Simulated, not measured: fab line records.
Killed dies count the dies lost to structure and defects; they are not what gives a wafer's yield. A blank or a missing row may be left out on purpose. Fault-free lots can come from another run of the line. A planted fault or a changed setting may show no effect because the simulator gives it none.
fab line records + flow sky130
[record]
- lots = 12
- wafers = 36
- last_day = 50
route steps=708 shown GATE_OXIDE@192 CONTACT@422 METAL1@439
lots with no fault: from the same line, run without faults
start_h: hours from the record's opening day to when the first of the lot's shown wafers began + wait_h: hours since the lot's step before + " repeats the value in the row above + L1.1+2: a row that stands for several wafers + - either no value or no given start + * or withheld: withheld + < > ~ a bound
route shown NAME@n: a module of which the file shows steps, and the number in the route of the first + usual: mean/standard deviation of fault-free wafers + same: alike in all rows + chamber/n: place in a boat + sites: per-site readings + _std_site: the standard deviation of these + _edge_site: the outer-site mean with the inner-site mean subtracted + radius_mm: for every site, how far away it sits from the centre of the wafer + mask NAME#n: copy n + behind: the most recent tool/chamber to have shaped the wafer + hold: why the lot went on hold/how many hours it stayed there/how the hold came to an end + device: names the non-switching transistor (n, p or np) + end of line: the same wafers' tests at the end of the route + where a step has no rows: the recipe by itself + killed: not the wafer's yield, but the dies lost to structure and defects at the first sort + map: the dies of a wafer, with x for killed, . for not killed, _ for no die there
set.NAME: the setting as run; set.NAME@STEP: as run at that earlier step + model.NAME: the simulator's own value behind a step, which no gauge read
one table for each step of the route and one row for each wafer, over a sample of lots
services: the hour from which a tool's chamber was out of use, counted from the record's first day as start_h (under 0 if before that day), plus the number of hours and why
[[steps]]
[step SKY_GATE_OXIDE_COAT_05]
[recipe]
- resist = NOVOLAK
- spin_rpm = 3000
- resist_thk_nm = 1140
[usual]
- chill_plate_temp_C = 22.98/0.12
- resist_line_temp_C = 23.00/0.11
| lot.wafer | tool           | chamber | start_h | wait_h | chill_plate_temp_C | resist_line_temp_C |
|-----------|----------------|---------|---------|--------|--------------------|--------------------|
| L674.1    | litho_track-03 | 0       | 296.75  | 0.1    | 22.96              | 23.04              |
| L674.5    | "              | 0       | "       | "      | 23.00              | 22.96              |
| L674.6    | "              | 0       | "       | "      | 22.91              | 23.12              |
| L676.1    | litho_track-04 | 0       | 312.59  | 0.1    | 22.98              | 23.05              |
| L676.2    | "              | 0       | "       | "      | 22.87              | 23.06              |
| L676.4    | "              | 0       | "       | "      | 22.84              | 23.06              |
| L678.2    | litho_track-03 | 0       | 318.43  | 0.1    | 23.04              | 22.72              |
| L678.3    | "              | 0       | "       | "      | 23.13              | 22.92              |
| L678.5    | "              | 0       | "       | "      | 23.04              | 22.92              |
| L679.2    | litho_track-04 | 0       | 334.71  | 0.1    | 23.02              | 23.06              |
| L679.3    | "              | 0       | "       | "      | 22.81              | 22.99              |
| L679.5    | "              | 0       | "       | "      | 22.84              | 23.00              |
| L684.2    | litho_track-01 | 0       | 380.25  | 0.1    | 22.99              | 22.97              |
| L684.4    | "              | 0       | "       | "      | 22.85              | 23.02              |
| L684.5    | "              | 0       | "       | "      | 22.97              | 22.92              |
| L685.2    | litho_track-04 | 0       | 380.91  | 0.1    | 23.07              | 22.97              |
| L685.4    | "              | 0       | "       | "      | 23.00              | 23.01              |
| L685.5    | "              | 0       | "       | "      | 23.27              | 22.86              |
| L689.3    | litho_track-03 | 0       | 426.65  | 0.1    | 23.05              | 23.00              |
| L689.4    | "              | 0       | "       | "      | 22.93              | 22.90              |
| L689.6    | "              | 0       | "       | "      | 23.08              | 23.01              |
| L690.3    | litho_track-03 | 0       | 429.15  | 0.1    | 23.03              | 22.87              |
| L690.5    | "              | 0       | "       | "      | 23.06              | 22.99              |
| L690.6    | "              | 0       | "       | "      | 23.13              | 22.98              |
| L694.4    | litho_track-01 | 0       | 466.10  | 0.1    | 22.89              | 23.09              |
| L694.5    | "              | 0       | "       | "      | 22.68              | 23.02              |
| L694.6    | "              | 0       | "       | "      | 22.94              | 23.06              |
| L695.3    | litho_track-01 | 0       | 469.08  | 0.1    | 23.08              | 22.93              |
| L695.5    | "              | 0       | "       | "      | 22.96              | 22.96              |
| L695.6    | "              | 0       | "       | "      | 23.08              | 23.06              |
| L696.3    | litho_track-04 | 0       | 479.49  | 0.1    | 23.00              | 23.11              |
| L696.4    | "              | 0       | "       | "      | 22.95              | 22.96              |
| L696.5    | "              | 0       | "       | "      | 23.02              | 22.82              |
| L697.1    | litho_track-03 | 0       | 484.90  | 0.1    | 22.91              | 22.90              |
| L697.2    | "              | 0       | "       | "      | 23.03              | 23.01              |
| L697.6    | "              | 0       | "       | "      | 22.73              | 23.12              |
[step SKY_GATE_OXIDE_STRIP_13]
[recipe]
- chemistry = O2/N2
- power_w = 1400
- pressure_mtorr = 1500
- platen_temp_c = withheld
- o2_flow_sccm = 3000
- n2_flow_sccm = 300
- overash_fraction = 0.5
[usual]
- drypump_motor_current_A = 5.6/0.47
- oes_product_au = 0.716/0.0047
- strip_time_to_endpoint_s = 14.20/0.039
| lot.wafer | tool            | chamber | start_h | wait_h | drypump_motor_current_A | oes_product_au | rf_hours_counter_h | strip_time_to_endpoint_s |
|-----------|-----------------|---------|---------|--------|-------------------------|----------------|--------------------|--------------------------|
| L674.1    | plasma_asher-03 | 0       | 309.76  | 0.0    | 6.3                     | 0.720          | 64                 | 14.22                    |
| L674.5    | "               | 0       | "       | "      | 6.3                     | 0.712          | -                  | 14.21                    |
| L674.6    | "               | 1       | "       | "      | 4.9                     | 0.718          | -                  | 14.20                    |
| L676.1    | plasma_asher-03 | 1       | 325.00  | 0.0    | 4.9                     | 0.714          | 66                 | 14.17                    |
| L676.2    | "               | 0       | "       | "      | 6.2                     | 0.718          | 66                 | 14.19                    |
| L676.4    | "               | 0       | "       | "      | 6.3                     | 0.712          | -                  | 14.21                    |
| L678.2    | plasma_asher-03 | 1       | 331.19  | 0.0    | 4.9                     | 0.717          | 66                 | 14.18                    |
| L678.3    | "               | 1       | "       | "      | 4.9                     | 0.721          | -                  | 14.22                    |
| L678.5    | "               | 0       | "       | "      | 6.2                     | 0.712          | -                  | 14.20                    |
| L679.2    | plasma_asher-01 | 1       | 348.37  | 0.0    | 5.8                     | 0.716          | 51                 | 14.20                    |
| L679.3    | "               | 0       | "       | "      | 5.2                     | 0.716          | -                  | 14.19                    |
| L679.5    | "               | 0       | "       | "      | 5.2                     | 0.717          | -                  | 14.20                    |
| L684.2    | plasma_asher-03 | 1       | 395.29  | 0.0    | 4.9                     | 0.715          | 73                 | 14.28                    |
| L684.4    | "               | 0       | "       | "      | 6.2                     | 0.715          | -                  | 14.24                    |
| L684.5    | "               | 1       | "       | "      | 4.9                     | 0.716          | -                  | 14.25                    |
| L685.2    | plasma_asher-04 | 0       | 396.13  | 0.0    | 5.6                     | 0.713          | 27                 | 14.18                    |
| L685.4    | "               | 0       | "       | "      | 5.6                     | 0.714          | -                  | 14.16                    |
| L685.5    | "               | 0       | "       | "      | 5.6                     | 0.717          | -                  | 14.17                    |
| L689.3    | plasma_asher-04 | 1       | 442.68  | 0.0    | 5.8                     | 0.423          | -                  | 4.51                     |
| L689.4    | "               | 0       | "       | "      | 5.6                     | 0.423          | -                  | 4.49                     |
| L689.6    | "               | 0       | "       | "      | 5.6                     | 0.423          | -                  | 4.50                     |
| L690.3    | plasma_asher-03 | 0       | 445.15  | 0.0    | 6.3                     | 0.428          | -                  | 4.50                     |
| L690.5    | "               | 0       | "       | "      | 6.3                     | 0.423          | -                  | 4.49                     |
| L690.6    | "               | 1       | "       | "      | 4.9                     | 0.431          | -                  | 4.54                     |
| L694.4    | plasma_asher-04 | 1       | 482.16  | 0.0    | 5.8                     | 0.715          | -                  | 14.20                    |
| L694.5    | "               | 0       | "       | "      | 5.6                     | 0.715          | -                  | 14.20                    |
| L694.6    | "               | 1       | "       | "      | 5.8                     | 0.716          | -                  | 14.21                    |
| L695.3    | plasma_asher-03 | 1       | 484.66  | 0.0    | 4.9                     | 0.721          | -                  | 14.27                    |
| L695.5    | "               | 0       | "       | "      | 6.3                     | 0.720          | -                  | 14.24                    |
| L695.6    | "               | 1       | "       | "      | 4.9                     | 0.715          | -                  | 14.18                    |
| L696.3    | plasma_asher-04 | 0       | 495.77  | 0.0    | 5.6                     | 0.717          | -                  | 14.21                    |
| L696.4    | "               | 1       | "       | "      | 5.8                     | 0.720          | -                  | 14.21                    |
| L696.5    | "               | 1       | "       | "      | 5.8                     | 0.712          | -                  | 14.16                    |
| L697.1    | plasma_asher-01 | 0       | 500.31  | 0.0    | 5.2                     | 0.709          | 66                 | 14.16                    |
| L697.2    | "               | 1       | "       | "      | 5.8                     | 0.723          | 66                 | 14.19                    |
| L697.6    | "               | 0       | "       | "      | 5.2                     | 0.721          | -                  | 14.15                    |
[step SKY_CONTACT_ETCH_16]
[recipe]
- chemistry = N2/H2
- target = BARC
- ion_energy_ev = 200
- source_w = 500
- bias_w = 100
- pressure_mtorr = 30
- n2_flow_sccm = 100
- h2_flow_sccm = 200
- stop_on = SiO2
- time_s = 45.9
- target_depth_a = 600
[usual]
- drypump_motor_current_A = 5.9/0.43
- oes_product_au = 0.855/0.0046
- throttle_valve_pct = 13.225/0.0083
| lot.wafer | tool        | chamber | start_h | wait_h | drypump_motor_current_A | oes_product_au | rf_hours_counter_h | throttle_valve_pct |
|-----------|-------------|---------|---------|--------|-------------------------|----------------|--------------------|--------------------|
| L674.1    | rie_diel-01 | 1       | 729.22  | 0.0    | 6.2                     | 0.852          | 3                  | 13.225             |
| L674.5    | "           | 0       | "       | "      | 5.4                     | 0.853          | -                  | 13.233             |
| L674.6    | "           | 1       | "       | "      | 6.2                     | 0.857          | -                  | 13.235             |
| L676.1    | rie_diel-01 | 3       | 746.48  | 0.0    | 5.0                     | 0.852          | 6                  | 13.226             |
| L676.2    | "           | 2       | "       | "      | 5.8                     | 0.849          | 22                 | 13.230             |
| L676.4    | "           | 0       | "       | "      | 5.4                     | 0.852          | -                  | 13.219             |
| L678.2    | rie_diel-01 | 1       | 756.77  | 0.0    | 6.2                     | 0.848          | 4                  | 13.231             |
| L678.3    | "           | 0       | "       | "      | 5.4                     | 0.855          | 6                  | 13.224             |
| L678.5    | "           | 2       | "       | "      | 5.9                     | 0.852          | -                  | 13.233             |
| L679.2    | rie_diel-01 | 1       | 769.27  | 0.0    | 6.1                     | 0.854          | 4                  | 13.234             |
| L679.3    | "           | 3       | "       | "      | 5.0                     | 0.856          | 7                  | 13.199             |
| L679.5    | "           | 1       | "       | "      | 6.2                     | 0.857          | -                  | 13.235             |
| L685.2    | rie_diel-02 | 1       | 814.23  | 0.0    | 5.9                     | 0.848          | 16                 | 13.224             |
| L685.4    | "           | 1       | "       | "      | 5.9                     | 0.853          | -                  | 13.231             |
| L685.5    | "           | 3       | "       | "      | 6.3                     | 0.860          | -                  | 13.221             |
| L684.2    | rie_diel-01 | 2       | 818.83  | 0.0    | 5.9                     | 0.856          | 23                 | 13.223             |
| L684.4    | "           | 1       | "       | "      | 6.2                     | 0.855          | 6                  | 13.216             |
| L684.5    | "           | 2       | "       | "      | 5.9                     | 0.855          | -                  | 13.219             |
| L689.3    | rie_diel-02 | 1       | 853.72  | 0.0    | 5.9                     | 0.856          | 17                 | 13.221             |
| L689.4    | "           | 2       | "       | "      | 6.7                     | 0.857          | 18                 | 13.229             |
| L689.6    | "           | 3       | "       | "      | 6.4                     | 0.855          | -                  | 13.217             |
| L690.3    | rie_diel-04 | 0       | 859.17  | 0.0    | 6.0                     | 0.856          | 17                 | 13.218             |
| L690.5    | "           | 3       | "       | "      | 5.8                     | 0.856          | -                  | 13.219             |
| L690.6    | "           | 0       | "       | "      | 6.0                     | 0.853          | -                  | 13.215             |
| L694.4    | rie_diel-02 | 1       | 890.18  | 0.0    | 5.9                     | 0.853          | -                  | 13.219             |
| L694.5    | "           | 0       | "       | "      | 6.1                     | 0.859          | -                  | 13.230             |
| L694.6    | "           | 2       | "       | "      | 6.7                     | 0.861          | -                  | 13.225             |
| L695.3    | rie_diel-04 | 2       | 891.38  | 0.0    | 5.6                     | 0.855          | 9                  | 13.212             |
| L695.5    | "           | 0       | "       | "      | 6.0                     | 0.854          | -                  | 13.231             |
| L695.6    | "           | 1       | "       | "      | 6.3                     | 0.856          | -                  | 13.232             |
| L696.3    | rie_diel-02 | 0       | 898.37  | 0.0    | 6.1                     | 0.856          | 3                  | 13.217             |
| L696.4    | "           | 3       | "       | "      | 6.4                     | 0.851          | 0                  | 13.217             |
| L696.5    | "           | 0       | "       | "      | 6.1                     | 0.855          | -                  | 13.219             |
| L697.1    | rie_diel-02 | 1       | 900.27  | 0.0    | 5.9                     | 0.857          | 19                 | 13.228             |
| L697.2    | "           | 0       | "       | "      | 6.1                     | 0.856          | 3                  | 13.240             |
| L697.6    | "           | 0       | "       | "      | 6.1                     | 0.852          | -                  | 13.231             |
[step SKY_METAL1_RS_MEAS_05]
[recipe]
- thk_meas_gauge = four-point-probe
- reads = TiN_of_METAL1_SPUTTER_04+Ti_of_METAL1_SPUTTER_03+AlCu_of_METAL1_SPUTTER_02+TiN_of_METAL1_SPUTTER_01+Ti_of_METAL1_SPUTTER_00
[usual]
- METAL1_ALCU_RS = 0.1271/0.0012
| lot.wafer | tool          | chamber | start_h | wait_h | METAL1_ALCU_RS[ohm/sq] |
|-----------|---------------|---------|---------|--------|------------------------|
| L674.1    | film_metro-03 | -       | 731.09  | 0.0    | 0.1270                 |
| L674.5    | "             | -       | "       | "      | 0.1263                 |
| L674.6    | "             | -       | "       | "      | 0.1260                 |
| L676.1    | film_metro-01 | -       | 748.27  | 0.0    | 0.1245                 |
| L676.2    | "             | -       | "       | "      | 0.1256                 |
| L676.4    | "             | -       | "       | "      | 0.1241                 |
| L678.2    | film_metro-01 | -       | 758.30  | 0.0    | 0.1281                 |
| L678.3    | "             | -       | "       | "      | 0.1282                 |
| L678.5    | "             | -       | "       | "      | 0.1279                 |
| L679.2    | film_metro-03 | -       | 770.80  | 0.0    | 0.1269                 |
| L679.3    | "             | -       | "       | "      | 0.1272                 |
| L679.5    | "             | -       | "       | "      | 0.1278                 |
| L685.2    | film_metro-01 | -       | 816.17  | 0.0    | 0.1277                 |
| L685.4    | "             | -       | "       | "      | 0.1271                 |
| L685.5    | "             | -       | "       | "      | 0.1281                 |
| L684.2    | film_metro-01 | -       | 820.43  | 0.0    | 0.1282                 |
| L684.4    | "             | -       | "       | "      | 0.1292                 |
| L684.5    | "             | -       | "       | "      | 0.1287                 |
| L689.3    | film_metro-02 | -       | 855.34  | 0.1    | 0.1274                 |
| L689.4    | "             | -       | "       | "      | 0.1278                 |
| L689.6    | "             | -       | "       | "      | 0.1276                 |
| L690.3    | film_metro-03 | -       | 860.73  | 0.1    | 0.1272                 |
| L690.5    | "             | -       | "       | "      | 0.1277                 |
| L690.6    | "             | -       | "       | "      | 0.1272                 |
| L694.4    | film_metro-03 | -       | 891.73  | 0.1    | 0.1266                 |
| L694.5    | "             | -       | "       | "      | 0.1265                 |
| L694.6    | "             | -       | "       | "      | 0.1261                 |
| L695.3    | film_metro-02 | -       | 892.94  | 0.1    | 0.1258                 |
| L695.5    | "             | -       | "       | "      | 0.1260                 |
| L695.6    | "             | -       | "       | "      | 0.1253                 |
| L696.3    | film_metro-03 | -       | 899.92  | 0.1    | 0.1269                 |
| L696.4    | "             | -       | "       | "      | 0.1276                 |
| L696.5    | "             | -       | "       | "      | 0.1292                 |
| L697.1    | film_metro-02 | -       | 901.80  | 0.0    | 0.1276                 |
| L697.2    | "             | -       | "       | "      | 0.1268                 |
| L697.6    | "             | -       | "       | "      | 0.1275                 |
[step SKY_METAL1_CD_MEAS_15]
[recipe]
- target_cd_nm = 140
[usual]
- cd_nm = 139.9/1.6
| lot.wafer | tool      | chamber | start_h | wait_h | cd_nm |
|-----------|-----------|---------|---------|--------|-------|
| L674.1    | cd_sem-02 | -       | 758.26  | -      | 139.8 |
| L674.5    | "         | -       | "       | "      | 140.7 |
| L674.6    | "         | -       | "       | "      | 140.9 |
| L676.1    | cd_sem-01 | -       | 775.00  | -      | 142.0 |
| L676.2    | "         | -       | "       | "      | 140.8 |
| L676.4    | "         | -       | "       | "      | 140.7 |
| L678.2    | cd_sem-01 | -       | 784.82  | -      | 139.2 |
| L678.3    | "         | -       | "       | "      | 138.7 |
| L678.5    | "         | -       | "       | "      | 140.3 |
| L679.2    | cd_sem-01 | -       | 796.33  | -      | 140.1 |
| L679.3    | "         | -       | "       | "      | 139.5 |
| L679.5    | "         | -       | "       | "      | 139.8 |
| L685.2    | cd_sem-01 | -       | 842.82  | -      | 137.1 |
| L685.4    | "         | -       | "       | "      | 138.0 |
| L685.5    | "         | -       | "       | "      | 137.4 |
| L684.2    | cd_sem-02 | -       | 847.21  | -      | 141.5 |
| L684.4    | "         | -       | "       | "      | 140.5 |
| L684.5    | "         | -       | "       | "      | 140.8 |
| L689.3    | cd_sem-01 | -       | 881.43  | -      | 140.8 |
| L689.4    | "         | -       | "       | "      | 140.1 |
| L689.6    | "         | -       | "       | "      | 140.7 |
| L690.3    | cd_sem-01 | -       | 885.79  | -      | 138.1 |
| L690.5    | "         | -       | "       | "      | 139.1 |
| L690.6    | "         | -       | "       | "      | 139.0 |
| L694.4    | cd_sem-01 | -       | 917.25  | -      | 138.1 |
| L694.5    | "         | -       | "       | "      | 137.0 |
| L694.6    | "         | -       | "       | "      | 137.3 |
| L695.3    | cd_sem-01 | -       | 919.00  | -      | 141.5 |
| L695.5    | "         | -       | "       | "      | 140.8 |
| L695.6    | "         | -       | "       | "      | 141.0 |
| L696.3    | cd_sem-01 | -       | 925.05  | -      | 142.6 |
| L696.4    | "         | -       | "       | "      | 140.5 |
| L696.5    | "         | -       | "       | "      | 142.0 |
| L697.1    | cd_sem-01 | -       | 926.90  | -      | 139.1 |
| L697.2    | "         | -       | "       | "      | 139.1 |
| L697.6    | "         | -       | "       | "      | 139.0 |
[[services]]
| tool            | chamber | start_h | hours | kind   |
|-----------------|---------|---------|-------|--------|
| plasma_asher-04 | -       | 309.93  | 2.8   | pm     |
| rie_diel-01     | 0       | 391.64  | 1.3   | repair |
| rie_diel-02     | 2       | 412.46  | 8.1   | repair |
| plasma_asher-03 | -       | 421.28  | 9.0   | pm     |
| rie_diel-02     | 3       | 436.49  | 1.3   | repair |
| rie_diel-02     | 2       | 452.76  | 2.2   | repair |
| plasma_asher-03 | -       | 489.02  | 14.6  | pm     |
| rie_diel-01     | -       | 499.71  | 2.8   | pm     |
| rie_diel-02     | 3       | 570.61  | 2.5   | repair |
| rie_diel-02     | 1       | 606.48  | 15.5  | repair |
| rie_diel-01     | 2       | 629.42  | 3.9   | repair |
| rie_diel-02     | 3       | 652.25  | 31.3  | repair |
| rie_diel-02     | -       | 670.35  | 0.5   | repair |
| rie_diel-02     | -       | 673.76  | 2.2   | repair |
| rie_diel-02     | 0       | 688.76  | 24.9  | repair |
| rie_diel-01     | -       | 736.70  | 1.1   | repair |
| rie_diel-01     | 1       | 744.87  | 2.1   | repair |
| plasma_asher-03 | -       | 747.25  | 0.9   | repair |
| rie_diel-01     | 1       | 759.33  | 6.4   | repair |
| rie_diel-01     | 2       | 772.79  | 43.6  | repair |
| rie_diel-02     | 1       | 835.82  | 3.7   | repair |
| rie_diel-01     | 2       | 840.47  | 2.7   | repair |
| rie_diel-02     | 0       | 863.02  | 5.0   | repair |
| rie_diel-02     | 2       | 899.14  | 16.7  | repair |
[[key]]
[first_sign]
- step = SKY_GATE_OXIDE_STRIP_13
- reading = strip_time_to_endpoint_s
- direction = down
- sigmas = 99+
- usual = *
- struck = *
[effect]
- step = SKY_GATE_OXIDE_STRIP_13
- reading = oes_product_au
- direction = down
- sigmas = 62
- usual = 0.716
- struck = 0.425
met_at SKY_GATE_OXIDE_COAT_05
struck_lots L689,L690
tester_left_out L689,L690
not_acting_at SKY_CONTACT_ETCH_16,SKY_METAL1_RS_MEAS_05,SKY_METAL1_CD_MEAS_15
onset_between 318.43 426.65
[fault]
- kind = process_parameter_drift
- tool = litho_track-03
- chamber = -
- onset_h = 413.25
- steps = SKY_GATE_OXIDE_COAT_05
- channel = resist_thk_nm
- offset = -810.88
- shape = step
- end_h = 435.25
- acts_in = these_recipes_only
- stated = 1140
// tester_left_out: of these lots the tester's yield and bins aren't shown, on N5 and GAA mostly nor the transistor test; their killed dies are dies lost to structure and defects alone, not to doping, threshold or leakage, so they don't give the yield
